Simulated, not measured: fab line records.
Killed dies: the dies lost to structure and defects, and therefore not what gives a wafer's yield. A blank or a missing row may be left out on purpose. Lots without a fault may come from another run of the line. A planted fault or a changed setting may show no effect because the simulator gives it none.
fab line records	flow sky130
record: lots: 12	wafers: 36	last_day: 50
route steps=708 shown GATE_OXIDE@200 LDD_N@245 LDD_P@262
lots untouched by any fault: they come from a run of this same line in which no faults occurred
start_h: start of the lot's first displayed wafer, in hours after the record's first day	wait_h: hours from the lot's prior step to this one	" the same as in the row above	L1.1+2: a single row standing in for several wafers	- value missing, or start not given	* or withheld: withheld	< > ~ a bound
route shown NAME@n: NAME is a module with steps in the file, n the number in the route of the first one	usual: mean and standard deviation over wafers with no fault	same: alike in all rows	chamber/n: place in a boat	sites: per-site readings	_std_site: their standard deviation	_edge_site: the outer-site mean with the inner-site mean subtracted	radius_mm: for every site, how far away it sits from the centre of the wafer	mask NAME#n: copy n	behind: the most recent tool/chamber to have shaped the wafer	hold: reason for holding the lot/hours on hold/outcome of the hold	device: which transistor (n, p or np) failed to switch	end of line: the tests these same wafers got at the end of their route	step lacking rows: just its recipe	killed: dies lost to structure and defects at the first sort, not the wafer's yield	map: a wafer's dies, x killed, . not, _ none there
set.NAME: the setting that was run; set.NAME@STEP: the one run at that earlier step	model.NAME: the simulator's own value behind a step, which no gauge read
a sample of lots followed through the steps of the route, with each step as a table and each wafer as a row
services: when a tool's chamber went out of use (start_h, in hours from the record's first day, below 0 if earlier), for how many hours, and the reason
== steps ==
step: SKY_GATE_OXIDE_STRIP_13
recipe: chemistry: O2/N2	power_w: 1400	pressure_mtorr: 1500	platen_temp_c: withheld	o2_flow_sccm: 3000	n2_flow_sccm: 300	overash_fraction: 0.5
usual: drypump_motor_current_A: 5.6/0.46	oes_product_au: 0.715/0.0052	strip_time_to_endpoint_s: 14.17/0.049
lot.wafer	tool	chamber	start_h	wait_h	drypump_motor_current_A	oes_product_au	rf_hours_counter_h	strip_time_to_endpoint_s
L766.3	plasma_asher-02	1	310.89	0.0	5.6	0.729	-	14.16
L766.5	"	0	"	"	5.5	0.715	-	14.22
L766.6	"	1	"	"	5.6	0.716	-	14.18
L768.2	plasma_asher-04	0	322.88	0.0	5.0	0.712	51	14.18
L768.3	"	1	"	"	5.4	0.716	-	14.19
L768.6	"	1	"	"	5.5	0.714	-	14.15
L774.2	plasma_asher-02	1	373.86	0.0	5.6	0.723	70	14.12
L774.3	"	1	"	"	5.6	0.715	-	14.13
L774.6	"	0	"	"	5.5	0.715	-	14.16
L776.1	plasma_asher-04	1	395.66	0.0	5.4	0.714	58	14.17
L776.3	"	1	"	"	5.5	0.721	-	14.17
L776.5	"	1	"	"	5.5	0.717	-	14.11
L782.1	plasma_asher-02	1	446.66	0.0	5.6	0.713	2	14.22
L782.2	"	0	"	"	5.5	0.711	2	14.18
L782.3	"	1	"	"	5.6	0.715	-	14.17
L784.3	plasma_asher-02	1	462.26	0.0	5.6	0.705	-	14.15
L784.4	"	0	"	"	5.5	0.716	-	14.08
L784.5	"	0	"	"	5.5	0.723	-	14.12
L783.4	plasma_asher-04	0	468.61	0.0	5.0	0.719	-	14.16
L783.5	"	0	"	"	5.0	0.711	-	14.18
L783.6	"	1	"	"	5.4	0.721	-	14.17
L785.2	plasma_asher-03	1	473.07	0.0	6.5	0.716	75	14.29
L785.3	"	1	"	"	6.5	0.715	-	14.27
L785.4	"	0	"	"	6.1	0.722	-	14.26
L786.1	plasma_asher-02	1	475.43	0.0	5.6	0.712	4	14.16
L786.4	"	1	"	"	5.6	0.722	-	14.17
L786.6	"	0	"	"	5.5	0.711	-	14.23
L787.1	plasma_asher-03	1	487.72	0.0	6.4	0.713	77	14.23
L787.4	"	1	"	"	6.4	0.720	-	14.20
L787.6	"	1	"	"	6.4	0.720	-	14.23
L788.3	plasma_asher-04	0	493.92	0.0	5.0	0.716	-	14.09
L788.4	"	1	"	"	5.4	0.721	-	14.11
L788.5	"	0	"	"	5.0	0.715	-	14.16
L789.1	plasma_asher-04	0	504.07	0.0	5.0	0.707	70	14.22
L789.3	"	1	"	"	5.5	0.707	-	14.17
L789.5	"	1	"	"	5.5	0.706	-	14.18
step: SKY_LDD_N_IMPLANT_08
recipe: species: As	energy_kev: 20	dose_cm2: 7.5e+13	tilt_deg: withheld	rotation_deg: 23
usual: end_station_pressure_torr: 5.35e-06/2.9e-07	rotation_deg: 22.993/0.021
lot.wafer	tool	chamber	start_h	wait_h	end_station_pressure_torr	rotation_deg
L766.3	implanter-03	0	401.78	0.1	5.5e-06	22.974
L766.5	"	0	"	"	5.4e-06	22.988
L766.6	"	0	"	"	5.04e-06	22.974
L768.2	implanter-01	0	415.65	0.0	4.93e-06	23.006
L768.3	"	0	"	"	5.67e-06	23.022
L768.6	"	0	"	"	5.41e-06	22.993
L774.2	implanter-01	0	471.96	0.0	5.25e-06	229.73
L774.3	"	0	"	"	5.57e-06	229.74
L774.6	"	0	"	"	5.42e-06	229.74
L776.1	implanter-01	0	497.12	0.0	4.86e-06	229.75
L776.3	"	0	"	"	5.53e-06	229.73
L776.5	"	0	"	"	5.31e-06	229.74
L782.1	implanter-01	0	547.13	0.0	5.07e-06	23.003
L782.2	"	0	"	"	5.49e-06	23.017
L782.3	"	0	"	"	5.4e-06	23.017
L784.3	implanter-01	0	561.18	0.1	5.53e-06	22.953
L784.4	"	0	"	"	5.54e-06	22.966
L784.5	"	0	"	"	5.23e-06	22.953
L783.4	implanter-02	0	565.86	0.1	5.45e-06	22.965
L783.5	"	0	"	"	5.25e-06	23.000
L783.6	"	0	"	"	5.73e-06	23.019
L785.2	implanter-02	0	570.31	0.0	5.34e-06	22.998
L785.3	"	0	"	"	5.36e-06	23.007
L785.4	"	0	"	"	5.33e-06	22.986
L786.1	implanter-01	0	572.58	0.0	5.09e-06	22.988
L786.4	"	0	"	"	5.31e-06	22.965
L786.6	"	0	"	"	5.43e-06	22.992
L787.1	implanter-01	0	582.68	0.0	5.31e-06	22.959
L787.4	"	0	"	"	5.78e-06	22.956
L787.6	"	0	"	"	6.12e-06	22.944
L788.3	implanter-02	0	590.57	0.1	5.37e-06	22.959
L788.4	"	0	"	"	5.39e-06	22.969
L788.5	"	0	"	"	5.21e-06	23.001
L789.1	implanter-02	0	599.23	0.0	5.6e-06	23.025
L789.3	"	0	"	"	5.21e-06	23.009
L789.5	"	0	"	"	5.36e-06	23.003
step: SKY_LDD_N_STRIP_16
recipe: chemistry: O2/N2	power_w: 1400	pressure_mtorr: 1500	platen_temp_c: withheld	o2_flow_sccm: 3000	n2_flow_sccm: 300	overash_fraction: 0.5
usual: drypump_motor_current_A: 5.56/0.28	oes_product_au: 0.407/0.0048	strip_time_to_endpoint_s: 4.317/0.015
lot.wafer	tool	chamber	start_h	wait_h	drypump_motor_current_A	oes_product_au	rf_hours_counter_h	strip_time_to_endpoint_s
L766.3	plasma_asher-01	1	402.96	0.1	5.89	0.410	-	4.302
L766.5	"	1	"	"	5.87	0.408	-	4.319
L766.6	"	0	"	"	5.76	0.407	-	4.313
L768.2	plasma_asher-04	1	416.83	0.1	5.43	0.417	60	4.344
L768.3	"	0	"	"	4.97	0.411	-	4.305
L768.6	"	1	"	"	5.44	0.411	-	4.319
L774.2	plasma_asher-01	0	473.13	0.1	5.73	0.401	36	4.302
L774.3	"	1	"	"	5.86	0.400	-	4.288
L774.6	"	0	"	"	5.74	0.409	-	4.311
L776.1	plasma_asher-04	0	498.32	0.1	4.97	0.398	69	4.329
L776.3	"	1	"	"	5.41	0.406	-	4.320
L776.5	"	0	"	"	4.99	0.410	-	4.334
L782.1	plasma_asher-04	0	548.33	0.1	5.00	0.405	77	4.334
L782.2	"	1	"	"	5.44	0.416	77	4.336
L782.3	"	1	"	"	5.47	0.408	-	4.334
L784.3	plasma_asher-02	1	562.36	0.1	5.57	0.404	-	4.307
L784.4	"	0	"	"	5.54	0.401	-	4.341
L784.5	"	0	"	"	5.53	0.407	-	4.332
L783.4	plasma_asher-01	0	567.01	0.1	5.74	0.407	-	4.321
L783.5	"	0	"	"	5.75	0.402	-	4.304
L783.6	"	1	"	"	5.86	0.405	-	4.333
L785.2	plasma_asher-02	0	571.48	0.1	5.53	0.406	8	4.326
L785.3	"	1	"	"	5.55	0.409	-	4.326
L785.4	"	0	"	"	5.53	0.407	-	4.305
L786.1	plasma_asher-01	0	573.78	0.1	5.75	0.410	49	4.334
L786.4	"	0	"	"	5.76	0.415	-	4.302
L786.6	"	1	"	"	5.86	0.406	-	4.317
L787.1	plasma_asher-02	1	583.88	0.1	5.55	0.402	9	4.320
L787.4	"	0	"	"	5.54	0.412	-	4.321
L787.6	"	1	"	"	5.56	0.416	-	4.295
L788.3	plasma_asher-01	1	591.75	0.1	5.86	0.411	-	4.300
L788.4	"	0	"	"	5.76	0.407	-	4.330
L788.5	"	1	"	"	5.87	0.407	-	4.304
L789.1	plasma_asher-02	0	600.43	0.1	5.54	0.406	11	4.321
L789.3	"	1	"	"	5.57	0.406	-	4.318
L789.5	"	0	"	"	5.52	0.416	-	4.338
step: SKY_LDD_P_CD_MEAS_07
recipe: target_cd_nm: 380
usual: cd_nm: 379.3/2.1
lot.wafer	tool	chamber	start_h	wait_h	cd_nm
L766.3	cd_sem-01	-	432.58	0.1	377.1
L766.5	"	-	"	"	378.9
L766.6	"	-	"	"	376.3
L768.2	cd_sem-01	-	446.69	0.1	381.4
L768.3	"	-	"	"	382.6
L768.6	"	-	"	"	380.2
L774.2	cd_sem-01	-	503.36	0.1	380.7
L774.3	"	-	"	"	379.6
L774.6	"	-	"	"	380.4
L776.1	cd_sem-02	-	529.64	0.1	381.1
L776.3	"	-	"	"	376.1
L776.5	"	-	"	"	380.6
L782.1	cd_sem-01	-	577.79	0.1	383.2
L782.2	"	-	"	"	379.9
L782.3	"	-	"	"	382.9
L784.3	cd_sem-02	-	592.00	0.2	378.0
L784.4	"	-	"	"	377.8
L784.5	"	-	"	"	378.6
L783.4	cd_sem-02	-	595.80	0.1	377.5
L783.5	"	-	"	"	379.9
L783.6	"	-	"	"	378.8
L785.2	cd_sem-01	-	600.91	0.1	382.6
L785.3	"	-	"	"	382.6
L785.4	"	-	"	"	380.9
L786.1	cd_sem-01	-	603.24	0.1	383.2
L786.4	"	-	"	"	382.0
L786.6	"	-	"	"	380.3
L787.1	cd_sem-02	-	613.24	0.1	380.1
L787.4	"	-	"	"	380.1
L787.6	"	-	"	"	381.0
L788.3	cd_sem-01	-	621.18	0.1	377.6
L788.4	"	-	"	"	377.8
L788.5	"	-	"	"	376.9
L789.1	cd_sem-01	-	630.19	0.1	380.0
L789.3	"	-	"	"	378.9
L789.5	"	-	"	"	378.1
== services ==
tool	chamber	start_h	hours	kind
implanter-03	-	287.56	0.5	repair
implanter-02	-	292.84	2.2	repair
plasma_asher-02	-	311.08	0.5	repair
plasma_asher-01	-	334.71	2.2	repair
implanter-01	-	334.84	4.1	repair
implanter-02	-	341.40	0.9	repair
plasma_asher-01	-	359.88	2.8	pm
implanter-01	-	360.78	2.1	pm
implanter-02	-	394.73	6.7	pm
implanter-03	-	420.01	2.3	repair
plasma_asher-02	-	421.28	9.0	pm
plasma_asher-02	-	438.27	1.1	repair
plasma_asher-02	-	449.94	0.5	repair
plasma_asher-01	-	450.94	0.7	repair
implanter-01	-	456.49	6.4	repair
plasma_asher-03	-	460.92	0.6	repair
implanter-03	-	461.44	5.3	pm
plasma_asher-02	-	487.05	55.4	repair
plasma_asher-03	-	503.55	15.6	pm
plasma_asher-01	-	506.51	0.8	repair
implanter-02	-	510.49	1.0	repair
implanter-01	-	522.30	2.5	repair
implanter-02	-	539.66	1.3	repair
implanter-03	-	543.57	42.0	pm
== key ==
first_sign: step: SKY_LDD_N_IMPLANT_08	reading: rotation_deg	direction: up	sigmas: 99+	usual: 22.993	struck: 229.74
effect none on later readings
met_at SKY_LDD_N_IMPLANT_08
struck_lots L774,L776
tester_left_out L774,L776
not_acting_at SKY_GATE_OXIDE_STRIP_13,SKY_LDD_N_STRIP_16,SKY_LDD_P_CD_MEAS_07
onset_between 415.65 471.96
fault: kind: process_parameter_drift	tool: implanter-01	chamber: -	onset_h: 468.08	steps: SKY_LDD_N_IMPLANT_08	channel: rotation_deg	offset: 206.76	shape: step	end_h: 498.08	acts_in: these_recipes_only	stated: 23
tester_left_out: of these lots the tester's yield and bins aren't shown, on N5 and GAA mostly nor the transistor test; their killed dies are dies lost to structure and defects alone, not to doping, threshold or leakage, so they don't give the yield
